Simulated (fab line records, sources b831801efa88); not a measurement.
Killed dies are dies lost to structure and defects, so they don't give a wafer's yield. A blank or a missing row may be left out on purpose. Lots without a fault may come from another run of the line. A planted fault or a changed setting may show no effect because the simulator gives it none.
Which tool did it? | flow sfq_line | 14 lots, 42 wafers sampled, at 1 step of a route of 325

WHAT THE GAUGES READ, wafer by wafer
The record holds no reading of a measuring or inspecting step that can be judged against a usual standard deviation.

WHICH TOOL RAN EACH LOT (tool, then ch and the chambers of the sampled wafers, then the start)
lot  | SFQ_TRILAYER_M3_BARC_OPEN_METAL_ETCH_100
L813 | rie_metal-01 ch 0,1, day 27 03:07
L814 | rie_metal-03 ch 0,1, day 27 05:31
L815 | rie_metal-03 ch 0,1, day 27 19:55
L816 | rie_metal-01 ch 0,1, day 28 06:16
L817 | rie_metal-01 ch 0,1, day 28 21:26
L824 | rie_metal-03 ch 0,1, day 30 19:01
L825 | rie_metal-03 ch 0,1, day 30 21:25
L827 | rie_metal-01 ch 0,1, day 31 17:49
L830 | rie_metal-01 ch 0,1, day 32 15:26
L832 | rie_metal-01 ch 1, day 33 11:43
L833 | rie_metal-01 ch 1, day 33 18:55
L834 | rie_metal-03 ch 0,1, day 34 00:55
L835 | rie_metal-04 ch 0,1, day 34 04:31
L836 | rie_metal-01 ch 0,1, day 34 10:31
- SFQ_TRILAYER_M3_BARC_OPEN_METAL_ETCH_100: etches BARC in O2, target depth 125 nm, time 41.7 s.

WHAT THE TOOLS THEMSELVES READ (means of the sampled wafers that have a number; where no wafer has one, the mark that the record gives instead)
SFQ_TRILAYER_M3_BARC_OPEN_METAL_ETCH_100. Usual: drypump_motor_current_A 5.19 A, standard deviation 0.17; oes_product_au 0.685 a.u., standard deviation 0.0049; rf_fwd_power_W 594.4 W, standard deviation 2.2.
lot  | tool         | drypump_motor_current_A (A) | oes_product_au (a.u.) | rf_fwd_power_W (W) | flag
L813 | rie_metal-01 | 5.13                        | 0.683                 | 593.4              |
L814 | rie_metal-03 | 5.40                        | 0.683                 | 595.1              |
L815 | rie_metal-03 | 5.38                        | 0.684                 | 593.0              |
L816 | rie_metal-01 | 5.09                        | 0.685                 | 593.4              |
L817 | rie_metal-01 | 5.12                        | 0.683                 | 596.0              |
L824 | rie_metal-03 | 5.34                        | 0.686                 | 499.1              | OFF
L825 | rie_metal-03 | 5.34                        | 0.687                 | 499.0              | OFF
L827 | rie_metal-01 | 5.10                        | 0.683                 | 593.4              |
L830 | rie_metal-01 | 5.09                        | 0.683                 | 593.0              |
L832 | rie_metal-01 | 5.15                        | 0.686                 | 594.9              |
L833 | rie_metal-01 | 5.16                        | 0.689                 | 595.4              |
L834 | rie_metal-03 | 5.34                        | 0.684                 | 596.2              |
L835 | rie_metal-04 | 5.00                        | 0.682                 | 594.9              |
L836 | rie_metal-01 | 5.10                        | 0.683                 | 591.6              |

THE ANSWER, worked out from the rows above alone
Rule: a lot is off if the mean of its wafers that have a number lies more than 3 standard deviations from the usual mean. A lot without any number at a reading at which 4 lots or more have one is off too. The other lots that the step has rows for count as sound. The gauges are gone through in route order, then the tools' own readings, and for those a lot's mean is taken as printed above. The first step at which some lot is off is used, and at that step the reading that is off furthest; a lot without a number counts as furthest.
Off: L824, L825, at SFQ_TRILAYER_M3_BARC_OPEN_METAL_ETCH_100 (rf_fwd_power_W).
A tool fits if, at that step or a process step before it, it ran every lot that is off, and no sound lot after the first of them. None of those tried fits.

WHAT THE SIMULATOR HAD PUT IN
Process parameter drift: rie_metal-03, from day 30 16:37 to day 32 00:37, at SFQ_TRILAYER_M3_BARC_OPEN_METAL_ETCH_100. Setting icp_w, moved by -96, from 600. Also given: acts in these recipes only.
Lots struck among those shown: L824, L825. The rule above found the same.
